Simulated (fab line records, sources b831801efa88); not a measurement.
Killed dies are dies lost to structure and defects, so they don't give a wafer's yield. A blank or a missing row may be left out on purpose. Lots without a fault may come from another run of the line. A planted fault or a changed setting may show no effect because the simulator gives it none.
fab line records | flow gf180mcu
record lots=5 wafers=15 last_day=33
route steps=602 shown HV_LDD@234 NSD@235 PSD@248 SAB@264
lots that met no fault: from a run of the same line without faults
start_h: hours from the record's first day to the start of the lot's first wafer shown | wait_h: hours since the lot's step before | " the same as in the row above | L1.1+2: a row that stands for several wafers | - no value, or no start given | * or withheld: withheld | < > ~ a bound
route shown NAME@n: a module of which the file shows steps, and the number in the route of the first | usual: mean/standard deviation of fault-free wafers | same: alike in all rows | chamber/n: place in a boat | sites: the reading at each site | _std_site: their standard deviation | _edge_site: outer sites' mean less inner sites' | radius_mm: how far each site lies from the wafer's centre | mask NAME#n: copy n | behind: the tool/chamber that last shaped the wafer | hold: why the lot was held/for how many hours/how that ended | device: the transistor (n, p or np) that didn't switch | end of line: the same wafers' tests at the end of the route | a step without rows: its recipe alone | killed: dies lost to structure and defects at the first sort, not the wafer's yield | map: a wafer's dies, x killed, . not, _ none there
set.NAME: the setting as run; set.NAME@STEP: as run at that earlier step | model.NAME: the simulator's own value behind a step, which no gauge read
lots at some steps of the route; a table a step, a row a wafer
services: from which hour (start_h, from the record's first day; less than 0 if before it) a tool's chamber was out of use, for how many hours, and why
## steps
# step GF_HV_LDD_ETCHBACK_58
# recipe chemistry=CH3F/O2 target=Si3N4 stop_on=SiO2 source_w=400 bias_w=80 pressure_mtorr=25 ch3f_flow_sccm=40 O2_flow_sccm=30 time_s=100 target_depth_a=900
# usual drypump_motor_current_A=6.0/0.38 oes_product_au=0.843/0.006 throttle_valve_pct=10.561/0.009
# columns lot.wafer tool chamber start_h wait_h drypump_motor_current_A oes_product_au rf_hours_counter_h throttle_valve_pct
L076.1 rie_diel-01 0 291.20 0.1 6.2 0.839 37 10.565
L076.4 " 2 " " 6.4 0.839 40 10.559
L076.5 " 3 " " 6.0 0.841 - 10.558
L085.4 rie_diel-01 1 368.40 0.0 6.4 0.840 0 10.562
L085.5 " 0 " " 6.2 0.849 - 10.562
L085.6 " 1 " " 6.4 0.845 - 10.545
L086.1 rie_diel-02 0 375.95 0.1 6.2 0.837 42 10.569
L086.3 " 1 " " 6.0 0.852 111 10.564
L086.5 " 2 " " 6.2 0.843 - 10.567
L091.1 rie_diel-01 1 413.39 0.1 6.4 0.844 2 10.558
L091.2 " 2 " " 6.4 0.838 44 10.573
L091.6 " 0 " " 6.1 0.841 - 10.574
L092.2 rie_diel-04 1 422.20 0.0 5.7 0.847 1 10.559
L092.3 " 3 " " 5.1 0.852 12 10.562
L092.5 " 1 " " 5.7 0.843 - 10.568
# step GF_NSD_DEHYDRATE_00
# recipe temp_c=200 time_s=60
# columns lot.wafer tool chamber start_h wait_h
L076.1+4+5 litho_track-04 0 300.56 9.3
L085.4+5+6 litho_track-03 0 378.88 10.4
L086.1+3+5 litho_track-04 0 386.61 10.6
L091.1+2+6 litho_track-04 0 424.26 10.8
L092.2+3+5 litho_track-03 0 433.23 11.0
# step GF_NSD_HMDS_01
# recipe prime_time_s=60 prime_temp_c=120
# columns lot.wafer tool chamber start_h wait_h
L076.1+4+5 litho_track-04 0 300.71 0.1
L085.4+5+6 litho_track-03 0 379.03 0.1
L086.1+3+5 litho_track-04 0 386.76 0.1
L091.1+2+6 litho_track-04 0 424.41 0.1
L092.2+3+5 litho_track-03 0 433.38 0.1
# step GF_NSD_COAT_02
# recipe resist=NOVOLAK spin_rpm=3000 resist_thk_nm=1000
# columns lot.wafer tool chamber start_h wait_h
L076.1+4+5 litho_track-04 0 300.86 0.1
L085.4+5+6 litho_track-03 0 379.18 0.1
L086.1+3+5 litho_track-04 0 386.91 0.1
L091.1+2+6 litho_track-04 0 424.56 0.1
L092.2+3+5 litho_track-03 0 433.53 0.1
# step GF_NSD_SOFTBAKE_03
# recipe temp_c=90 time_s=60 resist=NOVOLAK
# columns lot.wafer tool chamber start_h wait_h
L076.1+4+5 litho_track-04 0 301.01 0.1
L085.4+5+6 litho_track-03 0 379.33 0.1
L086.1+3+5 litho_track-04 0 387.06 0.1
L091.1+2+6 litho_track-04 0 424.71 0.1
L092.2+3+5 litho_track-03 0 433.68 0.1
# step GF_NSD_EXPOSE_04
# recipe mask_id=Nplus target_cd_nm=400 na=0.6 source_shape=conventional sigma_outer=0.6 dose_mj=140
# usual focus_offset_nm=0.1/0.53
# columns lot.wafer tool chamber start_h wait_h mask focus_offset_nm
L076.1 iline_stepper-02 0 - - Nplus#0 0.3
L076.4 " 0 " " Nplus#0 0.6
L076.5 " 0 " " Nplus#0 -1.0
L085.4 iline_stepper-02 0 - - Nplus#0 -0.2
L085.5 " 0 " " Nplus#0 -0.5
L085.6 " 0 " " Nplus#0 -0.8
L086.1 iline_stepper-01 0 - - Nplus#0 -0.7
L086.3 " 0 " " Nplus#0 0.1
L086.5 " 0 " " Nplus#0 0.3
L091.1 iline_stepper-02 0 - - Nplus#0 0.2
L091.2 " 0 " " Nplus#0 -0.5
L091.6 " 0 " " Nplus#0 -0.6
L092.2 iline_stepper-02 0 - - Nplus#0 0.7
L092.3 " 0 " " Nplus#0 0.2
L092.5 " 0 " " Nplus#0 -1.0
# step GF_NSD_PEB_05
# recipe temp_c=withheld time_s=* resist=NOVOLAK
# columns lot.wafer tool chamber start_h wait_h
L076.1+4+5 litho_track-01 0 - -
L085.4+5+6 litho_track-04 0 - -
L086.1+3+5 litho_track-03 0 - -
L091.1+2+6 litho_track-04 0 - -
L092.2+3+5 litho_track-01 0 - -
# step GF_NSD_DEVELOP_06
# recipe develop_time_s=60 dev_temp_c=23
# columns lot.wafer tool chamber start_h wait_h
L076.1+4+5 litho_track-01 0 311.38 0.1
L085.4+5+6 litho_track-04 0 390.38 0.1
L086.1+3+5 litho_track-03 0 398.81 0.1
L091.1+2+6 litho_track-04 0 437.41 0.1
L092.2+3+5 litho_track-01 0 445.75 0.1
# step GF_NSD_CD_MEAS_07
# recipe target_cd_nm=400
# usual cd_nm=399.3/2.1
# columns lot.wafer tool chamber start_h wait_h cd_nm
L076.1 cd_sem-01 - 311.53 0.1 400.7
L076.4 " - " " 399.3
L076.5 " - " " 396.8
L085.4 cd_sem-01 - 390.52 0.1 399.3
L085.5 " - " " 397.8
L085.6 " - " " 400.8
L086.1 cd_sem-01 - 398.96 0.1 402.0
L086.3 " - " " 403.1
L086.5 " - " " 403.7
L091.1 cd_sem-01 - 437.56 0.1 394.5
L091.2 " - " " 395.0
L091.6 " - " " 395.5
L092.2 cd_sem-01 - 445.89 0.1 400.3
L092.3 " - " " 400.4
L092.5 " - " " 401.5
# step GF_NSD_OVL_MEAS_08
# usual NSD_OVL=-0.5/1.5
# columns lot.wafer tool chamber start_h wait_h NSD_OVL[nm]
L076.1 overlay-01 - 311.65 0.1 -1.9
L076.4 " - " " -2.3
L076.5 " - " " -2.4
L085.4 overlay-02 - 390.60 0.1 -2.7
L085.5 " - " " -4.0
L085.6 " - " " -3.1
L086.1 overlay-01 - 399.08 0.1 0.9
L086.3 " - " " -0.3
L086.5 " - " " -0.4
L091.1 overlay-02 - 437.68 0.1 -2.5
L091.2 " - " " -2.2
L091.6 " - " " -2.1
L092.2 overlay-01 - 446.00 0.1 -1.7
L092.3 " - " " -1.7
L092.5 " - " " -1.1
# step GF_NSD_IMPLANT_09
# recipe species=As energy_kev=60 dose_cm2=4e+15 tilt_deg=7
# usual beam_energy_keV=60.001/0.016
# same implant_ion_amu=75
# columns lot.wafer tool chamber start_h wait_h beam_energy_keV
L076.1 implanter-03 0 311.68 0.0 60.002
L076.4 " 0 " " 60.005
L076.5 " 0 " " 60.029
L085.4 implanter-03 0 390.69 0.1 59.962
L085.5 " 0 " " 60.032
L085.6 " 0 " " 60.004
L086.1 implanter-01 0 399.12 0.0 60.000
L086.3 " 0 " " 59.992
L086.5 " 0 " " 59.994
L091.1 implanter-02 0 437.71 0.0 60.009
L091.2 " 0 " " 60.005
L091.6 " 0 " " 60.011
L092.2 implanter-03 0 446.06 0.0 60.016
L092.3 " 0 " " 60.012
L092.5 " 0 " " 59.992
# step GF_NSD_IMPLANT_10
# recipe species=P energy_kev=40 dose_cm2=5e+14 tilt_deg=7
# usual beam_energy_keV=40.001/0.012
# same implant_ion_amu=31
# columns lot.wafer tool chamber start_h wait_h beam_energy_keV
L076.1 implanter-03 0 311.83 0.1 40.023
L076.4 " 0 " " 39.994
L076.5 " 0 " " 39.997
L085.4 implanter-03 0 390.84 0.1 39.997
L085.5 " 0 " " 39.981
L085.6 " 0 " " 39.998
L086.1 implanter-01 0 399.27 0.1 40.008
L086.3 " 0 " " 39.998
L086.5 " 0 " " 39.984
L091.1 implanter-02 0 437.86 0.1 40.002
L091.2 " 0 " " 40.027
L091.6 " 0 " " 40.007
L092.2 implanter-03 0 446.21 0.1 39.999
L092.3 " 0 " " 40.009
L092.5 " 0 " " 40.014
# step GF_NSD_STRIP_11
# recipe chemistry=O2/N2 power_w=1400 pressure_mtorr=1500 platen_temp_c=250 o2_flow_sccm=3000 n2_flow_sccm=300 overash_fraction=0.5
# usual drypump_motor_current_A=5.8/0.63 heater_power_w=364/57 oes_product_au=0.487/0.0045 strip_time_to_endpoint_s=22.98/0.037
# columns lot.wafer tool chamber start_h wait_h drypump_motor_current_A heater_power_w oes_product_au rf_hours_counter_h strip_time_to_endpoint_s
L076.1 plasma_asher-01 1 311.98 0.1 6.2 393 0.485 22 22.97
L076.4 " 1 " " 6.1 392 0.485 - 22.94
L076.5 " 0 " " 6.8 326 0.487 - 22.92
L085.4 plasma_asher-02 1 390.95 0.1 6.1 338 0.483 - 22.93
L085.5 " 0 " " 4.8 448 0.484 - 22.95
L085.6 " 1 " " 6.1 336 0.484 - 22.95
L086.1 plasma_asher-04 0 399.42 0.1 5.8 288 0.494 62 22.96
L086.3 " 0 " " 5.9 278 0.490 - 22.98
L086.5 " 0 " " 5.9 286 0.492 - 23.04
L091.1 plasma_asher-01 1 438.01 0.1 6.2 406 0.487 37 22.98
L091.2 " 0 " " 6.7 326 0.488 37 22.96
L091.6 " 0 " " 6.7 330 0.482 - 22.96
L092.2 plasma_asher-01 0 446.33 0.1 6.8 326 0.495 38 22.95
L092.3 " 0 " " 6.8 323 0.492 - 22.94
L092.5 " 1 " " 6.2 418 0.491 - 22.90
# step GF_NSD_TW_MEAS_12
# usual NSD_TW=4227/48
# columns lot.wafer tool chamber start_h wait_h NSD_TW
L076.1 film_metro-03 - 312.08 0.1 4302
L076.4 " - " " 4311
L076.5 " - " " 4297
L085.4 film_metro-03 - 391.04 0.1 4249
L085.5 " - " " 4233
L085.6 " - " " 4265
L086.1 film_metro-01 - 399.52 0.1 4241
L086.3 " - " " 4235
L086.5 " - " " 4237
L091.1 film_metro-02 - 438.11 0.1 4113
L091.2 " - " " 4148
L091.6 " - " " 4140
L092.2 film_metro-03 - 446.44 0.1 4266
L092.3 " - " " 4283
L092.5 " - " " 4262
# step GF_PSD_DEHYDRATE_00
# recipe temp_c=200 time_s=60
# columns lot.wafer tool chamber start_h wait_h
L076.1+4+5 litho_track-02 0 321.72 9.6
L085.4+5+6 litho_track-02 0 401.95 10.9
L086.1+3+5 litho_track-04 0 410.76 11.2
L091.1+2+6 litho_track-04 0 449.41 11.3
L092.2+3+5 litho_track-04 0 457.78 11.3
# step GF_PSD_HMDS_01
# recipe prime_time_s=60 prime_temp_c=120
# columns lot.wafer tool chamber start_h wait_h
L076.1+4+5 litho_track-02 0 321.87 0.1
L085.4+5+6 litho_track-02 0 402.10 0.1
L086.1+3+5 litho_track-04 0 410.91 0.1
L091.1+2+6 litho_track-04 0 449.56 0.1
L092.2+3+5 litho_track-04 0 457.93 0.1
# step GF_PSD_COAT_02
# recipe resist=NOVOLAK spin_rpm=3000 resist_thk_nm=1000
# columns lot.wafer tool chamber start_h wait_h
L076.1+4+5 litho_track-02 0 322.02 0.1
L085.4+5+6 litho_track-02 0 402.25 0.1
L086.1+3+5 litho_track-04 0 411.06 0.1
L091.1+2+6 litho_track-04 0 449.71 0.1
L092.2+3+5 litho_track-04 0 458.08 0.1
# step GF_PSD_SOFTBAKE_03
# recipe temp_c=90 time_s=60 resist=NOVOLAK
# columns lot.wafer tool chamber start_h wait_h
L076.1+4+5 litho_track-02 0 322.17 0.1
L085.4+5+6 litho_track-02 0 402.40 0.1
L086.1+3+5 litho_track-04 0 411.21 0.1
L091.1+2+6 litho_track-04 0 449.86 0.1
L092.2+3+5 litho_track-04 0 458.23 0.1
# step GF_PSD_EXPOSE_04
# recipe mask_id=Pplus target_cd_nm=400 na=0.6 source_shape=conventional sigma_outer=0.6 dose_mj=140
# usual focus_offset_nm=0.0/0.5
# columns lot.wafer tool chamber start_h wait_h mask focus_offset_nm
L076.1 iline_stepper-01 0 - - Pplus#0 -0.7
L076.4 " 0 " " Pplus#0 0.1
L076.5 " 0 " " Pplus#0 -0.2
L085.4 iline_stepper-02 0 - - Pplus#0 -0.6
L085.5 " 0 " " Pplus#0 0.2
L085.6 " 0 " " Pplus#0 0.5
L086.1 iline_stepper-01 0 - - Pplus#0 -0.3
L086.3 " 0 " " Pplus#0 -0.3
L086.5 " 0 " " Pplus#0 -0.4
L091.1 iline_stepper-02 0 - - Pplus#0 -0.3
L091.2 " 0 " " Pplus#0 -0.1
L091.6 " 0 " " Pplus#0 -0.3
L092.2 iline_stepper-02 0 - - Pplus#0 -0.8
L092.3 " 0 " " Pplus#0 0.0
L092.5 " 0 " " Pplus#0 -0.7
# step GF_PSD_PEB_05
# recipe temp_c=withheld time_s=* resist=NOVOLAK
# columns lot.wafer tool chamber start_h wait_h
L076.1+4+5 litho_track-02 0 - -
L085.4+5+6 litho_track-02 0 - -
L086.1+3+5 litho_track-04 0 - -
L091.1+2+6 litho_track-04 0 - -
L092.2+3+5 litho_track-01 0 - -
# step GF_PSD_DEVELOP_06
# recipe develop_time_s=60 dev_temp_c=23
# columns lot.wafer tool chamber start_h wait_h
L076.1+4+5 litho_track-02 0 332.02 0.1
L085.4+5+6 litho_track-02 0 414.10 0.1
L086.1+3+5 litho_track-04 0 422.71 0.1
L091.1+2+6 litho_track-04 0 461.86 0.1
L092.2+3+5 litho_track-01 0 470.70 0.1
# step GF_PSD_CD_MEAS_07
# recipe target_cd_nm=400
# usual cd_nm=400.6/2.6
# columns lot.wafer tool chamber start_h wait_h cd_nm
L076.1 cd_sem-02 - 332.17 0.1 399.0
L076.4 " - " " 399.4
L076.5 " - " " 399.9
L085.4 cd_sem-01 - 414.23 0.1 401.1
L085.5 " - " " 401.9
L085.6 " - " " 400.8
L086.1 cd_sem-02 - 422.86 0.1 400.2
L086.3 " - " " 401.1
L086.5 " - " " 398.8
L091.1 cd_sem-01 - 462.01 0.1 401.4
L091.2 " - " " 400.1
L091.6 " - " " 402.4
L092.2 cd_sem-01 - 470.84 0.1 400.6
L092.3 " - " " 398.1
L092.5 " - " " 399.6
# step GF_PSD_OVL_MEAS_08
# usual PSD_OVL=0.8/1.3
# columns lot.wafer tool chamber start_h wait_h PSD_OVL[nm]
L076.1 overlay-01 - 332.29 0.1 -0.8
L076.4 " - " " -0.3
L076.5 " - " " -0.2
L085.4 overlay-01 - 414.31 0.1 0.3
L085.5 " - " " 1.0
L085.6 " - " " 0.0
L086.1 overlay-02 - 422.98 0.1 1.7
L086.3 " - " " 2.1
L086.5 " - " " 0.8
L091.1 overlay-02 - 462.13 0.1 1.9
L091.2 " - " " 0.5
L091.6 " - " " 1.4
L092.2 overlay-02 - 470.95 0.1 1.3
L092.3 " - " " 0.6
L092.5 " - " " -0.2
# step GF_PSD_IMPLANT_09
# recipe species=BF2 energy_kev=40 dose_cm2=1.5e+15 tilt_deg=7
# usual beam_energy_keV=40.003/0.01
# same implant_ion_amu=49
# columns lot.wafer tool chamber start_h wait_h beam_energy_keV
L076.1 implanter-03 0 332.33 0.0 40.017
L076.4 " 0 " " 40.005
L076.5 " 0 " " 40.003
L085.4 implanter-01 0 414.40 0.1 39.998
L085.5 " 0 " " 40.010
L085.6 " 0 " " 40.003
L086.1 implanter-04 0 423.01 0.0 39.992
L086.3 " 0 " " 39.989
L086.5 " 0 " " 40.003
L091.1 implanter-01 0 462.16 0.0 39.988
L091.2 " 0 " " 39.998
L091.6 " 0 " " 39.992
L092.2 implanter-01 0 471.01 0.0 40.005
L092.3 " 0 " " 40.005
L092.5 " 0 " " 39.998
# step GF_PSD_STRIP_10
# recipe chemistry=O2/N2 power_w=1400 pressure_mtorr=1500 platen_temp_c=250 o2_flow_sccm=3000 n2_flow_sccm=300 overash_fraction=0.5
# usual drypump_motor_current_A=6.1/0.55 heater_power_w=357/52 oes_product_au=0.592/0.0041 strip_time_to_endpoint_s=16.53/0.032
# columns lot.wafer tool chamber start_h wait_h drypump_motor_current_A heater_power_w oes_product_au rf_hours_counter_h strip_time_to_endpoint_s
L076.1 plasma_asher-01 0 332.48 0.1 6.7 332 0.595 24 16.52
L076.4 " 1 " " 6.2 395 0.597 - 16.52
L076.5 " 0 " " 6.7 328 0.588 - 16.53
L085.4 plasma_asher-02 0 414.51 0.1 4.8 457 0.599 - 16.51
L085.5 " 0 " " 4.8 444 0.592 - 16.54
L085.6 " 1 " " 6.1 342 0.596 - 16.54
L086.1 plasma_asher-03 1 423.16 0.1 6.0 286 0.592 71 16.55
L086.3 " 0 " " 6.1 343 0.590 - 16.54
L086.5 " 0 " " 6.1 350 0.587 - 16.51
L091.1 plasma_asher-02 0 462.31 0.1 4.8 449 0.587 3 16.53
L091.2 " 1 " " 6.1 333 0.586 3 16.56
L091.6 " 0 " " 4.8 451 0.587 - 16.54
L092.2 plasma_asher-03 1 471.13 0.1 6.0 279 0.593 75 16.54
L092.3 " 0 " " 6.1 343 0.597 - 16.54
L092.5 " 0 " " 6.1 341 0.593 - 16.50
# step GF_PSD_TW_MEAS_11
# usual PSD_TW=3151/38
# columns lot.wafer tool chamber start_h wait_h PSD_TW
L076.1 film_metro-02 - 332.58 0.1 3107
L076.4 " - " " 3121
L076.5 " - " " 3117
L085.4 film_metro-01 - 414.61 0.1 3176
L085.5 " - " " 3178
L085.6 " - " " 3178
L086.1 film_metro-03 - 423.26 0.1 3198
L086.3 " - " " 3200
L086.5 " - " " 3195
L091.1 film_metro-03 - 462.41 0.1 3192
L091.2 " - " " 3183
L091.6 " - " " 3203
L092.2 film_metro-03 - 471.24 0.1 3193
L092.3 " - " " 3201
L092.5 " - " " 3209
# step GF_PSD_CLEAN_12
# recipe chemistry=SC1/SC2 mix=1:4:20 temp_c=70 time_s=150 dry=n2_spin
# columns lot.wafer tool chamber start_h wait_h
L076.1+4+5 wet_bench-02 1 332.64 0.1
L085.4+5+6 wet_bench-01 2 414.64 0.0
L086.1+3+5 wet_bench-02 3 423.32 0.1
L091.1+2+6 wet_bench-01 2 462.47 0.1
L092.2+3+5 wet_bench-01 1 471.29 0.0
# step GF_PSD_RTA_13
# recipe temp_c=1025 time_s=20 ambient=N2
# usual lamp_power_pct=31.8/2.7 wafer_temp_C_max=1029.8/1.2
# columns lot.wafer tool chamber start_h wait_h lamp_power_pct wafer_temp_C_max
L076.1 rtp_anneal-01 0 332.75 0.0 34.6 1030.4
L076.4 " 0 " " 34.6 1029.9
L076.5 " 0 " " 34.6 1029.1
L085.4 rtp_anneal-02 0 414.73 0.0 29.1 1027.4
L085.5 " 0 " " 29.1 1029.0
L085.6 " 0 " " 29.1 1028.2
L086.1 rtp_anneal-02 0 423.37 0.0 29.1 1029.1
L086.3 " 0 " " 29.1 1030.2
L086.5 " 0 " " 29.0 1029.8
L091.1 rtp_anneal-01 0 462.52 0.0 34.6 1028.8
L091.2 " 0 " " 34.6 1029.8
L091.6 " 0 " " 34.6 1031.0
L092.2 rtp_anneal-01 0 471.35 0.0 34.6 1032.2
L092.3 " 0 " " 34.6 1031.2
L092.5 " 0 " " 34.6 1030.2
# step GF_PSD_RS_MEAS_14
# recipe thk_meas_gauge=four-point-probe
# usual NSD_RS=46.15/0.08
# columns lot.wafer tool chamber start_h wait_h NSD_RS[ohm/sq]
L076.1 film_metro-01 - 332.83 0.1 46.36
L076.4 " - " " 46.28
L076.5 " - " " 46.28
L085.4 film_metro-01 - 414.83 0.1 46.08
L085.5 " - " " 46.03
L085.6 " - " " 46.19
L086.1 film_metro-01 - 423.46 0.1 46.23
L086.3 " - " " 46.30
L086.5 " - " " 46.02
L091.1 film_metro-01 - 462.61 0.1 46.21
L091.2 " - " " 46.19
L091.6 " - " " 46.17
L092.2 film_metro-02 - 471.44 0.1 46.21
L092.3 " - " " 46.16
L092.5 " - " " 46.13
# step GF_PSD_RS_MEAS_15
# recipe thk_meas_gauge=four-point-probe
# usual PSD_RS=108.61/0.27
# columns lot.wafer tool chamber start_h wait_h PSD_RS[ohm/sq]
L076.1 film_metro-01 - 332.95 0.1 109.22
L076.4 " - " " 109.00
L076.5 " - " " 109.29
L085.4 film_metro-01 - 414.95 0.1 108.71
L085.5 " - " " 108.46
L085.6 " - " " 108.91
L086.1 film_metro-01 - 423.58 0.1 109.17
L086.3 " - " " 108.96
L086.5 " - " " 108.77
L091.1 film_metro-01 - 462.73 0.1 108.83
L091.2 " - " " 108.58
L091.6 " - " " 108.60
L092.2 film_metro-02 - 471.56 0.1 108.48
L092.3 " - " " 108.66
L092.5 " - " " 108.58
# step GF_SAB_CVD_00
# recipe material=SiO2 target_thk_nm=50 precursor=TEOS temp_c=400 time_s=4.9302 rf_w=600
# usual heater_power_w=672/82
# columns lot.wafer tool chamber start_h wait_h heater_power_w
L076.1 pecvd-04 1 333.07 0.1 835
L076.4 " 1 " " 841
L076.5 " 2 " " 632
L085.4 pecvd-01 2 415.02 0.0 638
L085.5 " 0 " " 570
L085.6 " 1 " " 577
L086.1 pecvd-02 0 423.70 0.1 705
L086.3 " 2 " " 808
L086.5 " 1 " " 719
L091.1 pecvd-04 0 462.85 0.1 658
L091.2 " 2 " " 583
L091.6 " 0 " " 658
L092.2 pecvd-01 1 471.66 0.1 661
L092.3 " 1 " " 639
L092.5 " 1 " " 672
# step GF_SAB_THK_MEAS_01
# recipe reads=SiO2_of_SAB_CVD_00
# usual SAB_CVD_00_THK=50.0/0.6
# columns lot.wafer tool chamber start_h wait_h SAB_CVD_00_THK[nm]
L076.1 film_metro-03 - 333.09 0.0 50.0
L076.4 " - " " 50.3
L076.5 " - " " 49.7
L085.4 film_metro-02 - 415.06 0.0 49.6
L085.5 " - " " 50.8
L085.6 " - " " 49.5
L086.1 film_metro-03 - 423.72 0.0 49.8
L086.3 " - " " 49.7
L086.5 " - " " 50.2
L091.1 film_metro-02 - 462.87 0.0 49.9
L091.2 " - " " 50.1
L091.6 " - " " 50.4
L092.2 film_metro-02 - 471.70 0.0 48.7
L092.3 " - " " 49.0
L092.5 " - " " 49.7
# step GF_SAB_DEHYDRATE_02
# recipe temp_c=200 time_s=60
# columns lot.wafer tool chamber start_h wait_h
L076.1+4+5 litho_track-03 0 343.26 10.2
L085.4+5+6 litho_track-03 0 426.28 11.2
L086.1+3+5 litho_track-03 0 435.06 11.3
L091.1+2+6 litho_track-02 0 473.82 10.9
L092.2+3+5 litho_track-03 0 482.78 11.1
# step GF_SAB_HMDS_03
# recipe prime_time_s=60 prime_temp_c=120
# columns lot.wafer tool chamber start_h wait_h
L076.1+4+5 litho_track-03 0 343.41 0.1
L085.4+5+6 litho_track-03 0 426.43 0.1
L086.1+3+5 litho_track-03 0 435.21 0.1
L091.1+2+6 litho_track-02 0 473.97 0.1
L092.2+3+5 litho_track-03 0 482.93 0.1
# step GF_SAB_COAT_04
# recipe resist=NOVOLAK spin_rpm=3000 resist_thk_nm=1000
# columns lot.wafer tool chamber start_h wait_h
L076.1+4+5 litho_track-03 0 343.56 0.1
L085.4+5+6 litho_track-03 0 426.58 0.1
L086.1+3+5 litho_track-03 0 435.36 0.1
L091.1+2+6 litho_track-02 0 474.12 0.1
L092.2+3+5 litho_track-03 0 483.08 0.1
# step GF_SAB_SOFTBAKE_05
# recipe temp_c=90 time_s=60 resist=NOVOLAK
# columns lot.wafer tool chamber start_h wait_h
L076.1+4+5 litho_track-03 0 343.71 0.1
L085.4+5+6 litho_track-03 0 426.73 0.1
L086.1+3+5 litho_track-03 0 435.51 0.1
L091.1+2+6 litho_track-02 0 474.27 0.1
L092.2+3+5 litho_track-03 0 483.23 0.1
# step GF_SAB_EXPOSE_06
# recipe mask_id=SAB target_cd_nm=420 na=0.6 source_shape=conventional sigma_outer=0.6 dose_mj=140
# usual focus_offset_nm=0.0/0.53
# columns lot.wafer tool chamber start_h wait_h mask focus_offset_nm
L076.1 iline_stepper-01 0 - - SAB#0 -0.1
L076.4 " 0 " " SAB#0 0.1
L076.5 " 0 " " SAB#0 0.2
L085.4 iline_stepper-02 0 - - SAB#0 0.3
L085.5 " 0 " " SAB#0 0.1
L085.6 " 0 " " SAB#0 -0.3
L086.1 iline_stepper-02 0 - - SAB#0 -0.3
L086.3 " 0 " " SAB#0 -0.9
L086.5 " 0 " " SAB#0 -0.5
L091.1 iline_stepper-01 0 - - SAB#0 -1.2
L091.2 " 0 " " SAB#0 -0.2
L091.6 " 0 " " SAB#0 -0.5
L092.2 iline_stepper-02 0 - - SAB#0 -0.6
L092.3 " 0 " " SAB#0 -0.6
L092.5 " 0 " " SAB#0 0.2
# step GF_SAB_PEB_07
# recipe temp_c=withheld time_s=* resist=NOVOLAK
# columns lot.wafer tool chamber start_h wait_h
L076.1+4+5 litho_track-02 0 - -
L085.4+5+6 litho_track-04 0 - -
L086.1+3+5 litho_track-03 0 - -
L091.1+2+6 litho_track-02 0 - -
L092.2+3+5 litho_track-04 0 - -
# step GF_SAB_DEVELOP_08
# recipe develop_time_s=60 dev_temp_c=23
# columns lot.wafer tool chamber start_h wait_h
L076.1+4+5 litho_track-02 0 354.02 0.1
L085.4+5+6 litho_track-04 0 439.03 0.1
L086.1+3+5 litho_track-03 0 447.31 0.1
L091.1+2+6 litho_track-02 0 486.12 0.1
L092.2+3+5 litho_track-04 0 495.48 0.1
# step GF_SAB_CD_MEAS_09
# recipe target_cd_nm=420
# usual cd_nm=419.2/2.6
# columns lot.wafer tool chamber start_h wait_h cd_nm
L076.1 cd_sem-02 - 354.17 0.1 419.2
L076.4 " - " " 418.6
L076.5 " - " " 420.1
L085.4 cd_sem-02 - 439.17 0.1 417.1
L085.5 " - " " 416.8
L085.6 " - " " 417.8
L086.1 cd_sem-02 - 447.46 0.1 419.5
L086.3 " - " " 421.9
L086.5 " - " " 420.9
L091.1 cd_sem-02 - 486.27 0.1 423.3
L091.2 " - " " 418.8
L091.6 " - " " 420.5
L092.2 cd_sem-01 - 495.63 0.1 422.5
L092.3 " - " " 422.3
L092.5 " - " " 421.2
# step GF_SAB_OVL_MEAS_10
# usual SAB_OVL=-0.6/1.2
# columns lot.wafer tool chamber start_h wait_h SAB_OVL[nm]
L076.1 overlay-02 - 354.29 0.1 -0.2
L076.4 " - " " -1.3
L076.5 " - " " 0.1
L085.4 overlay-01 - 439.25 0.1 -1.5
L085.5 " - " " -1.3
L085.6 " - " " -1.1
L086.1 overlay-01 - 447.58 0.1 0.1
L086.3 " - " " -1.1
L086.5 " - " " -0.1
L091.1 overlay-01 - 486.39 0.1 -0.7
L091.2 " - " " -0.3
L091.6 " - " " 1.6
L092.2 overlay-01 - 495.73 0.1 -0.7
L092.3 " - " " 0.7
L092.5 " - " " -1.1
# step GF_SAB_ETCH_11
# recipe chemistry=C4F8/O2/Ar mask_material=NOVOLAK target=SiO2 target_depth_nm=55 source_w=1500 bias_w=1200 pressure_mtorr=40 c4f8_flow_sccm=withheld O2_flow_sccm=6 Ar_flow_sccm=300 time_s=8.5
# usual oes_product_au=1.001/0.012
# columns lot.wafer tool chamber start_h wait_h oes_product_au rf_hours_counter_h
L076.1 rie_diel-01 3 354.33 0.0 0.995 3
L076.4 " 3 " " 0.995 -
L076.5 " 2 " " 1.010 -
L085.4 rie_diel-01 2 439.26 0.0 1.007 45
L085.5 " 3 " " 0.991 -
L085.6 " 2 " " 1.014 -
L086.1 rie_diel-04 0 447.61 0.0 1.000 15
L086.3 " 2 " " 1.010 29
L086.5 " 1 " " 0.991 -
L091.1 rie_diel-01 2 486.43 0.0 1.008 45
L091.2 " 3 " " 0.998 6
L091.6 " 2 " " 1.003 -
L092.2 rie_diel-04 3 495.76 0.0 1.008 14
L092.3 " 2 " " 1.022 30
L092.5 " 1 " " 0.997 -
# step GF_SAB_WET_ETCH_12
# recipe chemistry=dHF target_depth_nm=22 dry=n2_spin target=SiO2 temp_c=25 dilution=100:1 time_s=440
# columns lot.wafer tool chamber start_h wait_h
L076.1+4+5 wet_bench-04 2 354.35 0.0
L085.4+5+6 wet_bench-02 0 439.28 0.0
L086.1+3+5 wet_bench-01 3 447.64 0.0
L091.1+2+6 wet_bench-01 0 486.45 0.0
L092.2+3+5 wet_bench-01 1 495.78 0.0
## services
# columns tool chamber start_h hours kind
rie_diel-01 3 271.20 16.1 repair
rie_diel-04 - 273.79 2.8 pm
wet_bench-01 - 275.90 2.6 repair
rie_diel-04 3 276.65 51.4 repair
rie_diel-01 - 279.51 1.0 repair
implanter-03 - 288.98 2.2 repair
iline_stepper-02 - 292.17 7.8 repair
plasma_asher-02 - 301.78 0.4 repair
wet_bench-01 - 303.92 43.7 repair
rie_diel-04 - 311.36 0.3 repair
plasma_asher-02 - 335.12 1.6 repair
rie_diel-01 1 339.55 5.6 repair
rie_diel-04 1 340.44 1.4 repair
implanter-01 - 340.49 1.8 repair
rie_diel-04 3 352.29 7.4 repair
iline_stepper-01 - 352.31 1.7 pm
plasma_asher-02 - 361.91 4.1 repair
rie_diel-01 3 388.73 7.9 repair
rie_diel-01 0 392.64 2.4 repair
rie_diel-04 0 402.10 8.4 repair
rie_diel-01 2 447.25 10.9 repair
rie_diel-01 - 461.99 14.6 pm
iline_stepper-02 - 464.16 1.7 pm
iline_stepper-01 - 494.51 16.2 repair
## key
fault none
